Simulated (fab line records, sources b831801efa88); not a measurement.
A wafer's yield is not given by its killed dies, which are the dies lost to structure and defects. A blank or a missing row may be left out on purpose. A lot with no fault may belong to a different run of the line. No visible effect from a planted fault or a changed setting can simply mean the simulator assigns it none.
Matching of chambers	flow gf180mcu	4 sister chambers for GF_V4_CMP_26 on cmp-01
The step polishes, stops on SiO2, t overpolish 15 s, target thk 0 nm. 18 wafers are shown with their chamber, then 9 later ones without.

WAFERS, EACH WITH ITS CHAMBER
wafer	chamber	motor_current_A (A)	time_to_endpoint_s (s)	slurry_flow_ml_min
L293.2	1	11.3	78	149.7
L293.3	3	9.5	83	150.4
L293.5	1	10.9	80	149.0
L296.1	2	13.1	77	149.9
L296.5	0	8.8	78	150.4
L296.6	1	11.5	75	149.8
L297.2	3	10.1	79	149.4
L297.3	1	10.8	75	150.2
L297.5	1	11.1	78	150.1
L298.2	0	9.6	85	149.8
L298.3	1	10.9	76	149.5
L298.4	3	10.2	85	149.4
L300.1	1	11.0	80	150.8
L300.5	3	9.9	81	149.8
L300.6	2	13.3	81	149.5
L299.1	1	11.3	77	150.4
L299.2	3	9.9	76	150.3
L299.6	1	11.4	75	150.1

SIGNATURES (averages over the wafers above)
reading	chamber 0	chamber 1	chamber 2	chamber 3	scatter within a chamber
motor_current_A	9.200	11.133	13.200	9.920	0.284
time_to_endpoint_s	81.50	77.11	79.00	80.80	2.86
slurry_flow_ml_min	150.100	149.956	149.700	149.860	0.492
Rule: for each reading, subtract the chamber's mean from the wafer's reading, divide by that reading's scatter and square the result; add these up over the readings and take the root, which gives the wafer's distance from the chamber. If the next closest chamber is less than 2 further off than the closest, the wafer can't be placed; otherwise it belongs to the closest. The scatter: the root of (the sum of the squares of (reading less its chamber's mean) over the shown wafers, divided by (wafers less chambers)).

WAFERS WITHOUT THEIR CHAMBER
wafer	motor_current_A (A)	time_to_endpoint_s (s)	slurry_flow_ml_min
L301.1	9.1	77	150.1
L301.4	10.2	79	150.8
L301.6	9.0	78	149.7
L302.1	10.1	84	150.0
L302.3	9.3	81	149.6
L302.6	11.2	81	149.8
L309.1	13.1	85	149.9
L309.5	10.0	82	150.0
L310.5	9.5	84	150.1

CHAMBER TAKEN BY EACH
wafer	from the rows above	in truth
L301.1	can't be placed: 0 or 3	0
L301.4	can't be placed: 3 or 1 or 0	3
L301.6	can't be placed: 0 or 3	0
L302.1	can't be placed: 3 or 0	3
L302.3	can't be placed: 0 or 3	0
L302.6	1	1
L309.1	2	2
L309.5	3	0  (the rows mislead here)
L310.5	can't be placed: 0 or 3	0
Correct placement for 2 of the 9. Cannot be placed on the basis of these rows: 6; the candidates contain the true chamber in 6. Number placed wrongly: 1.
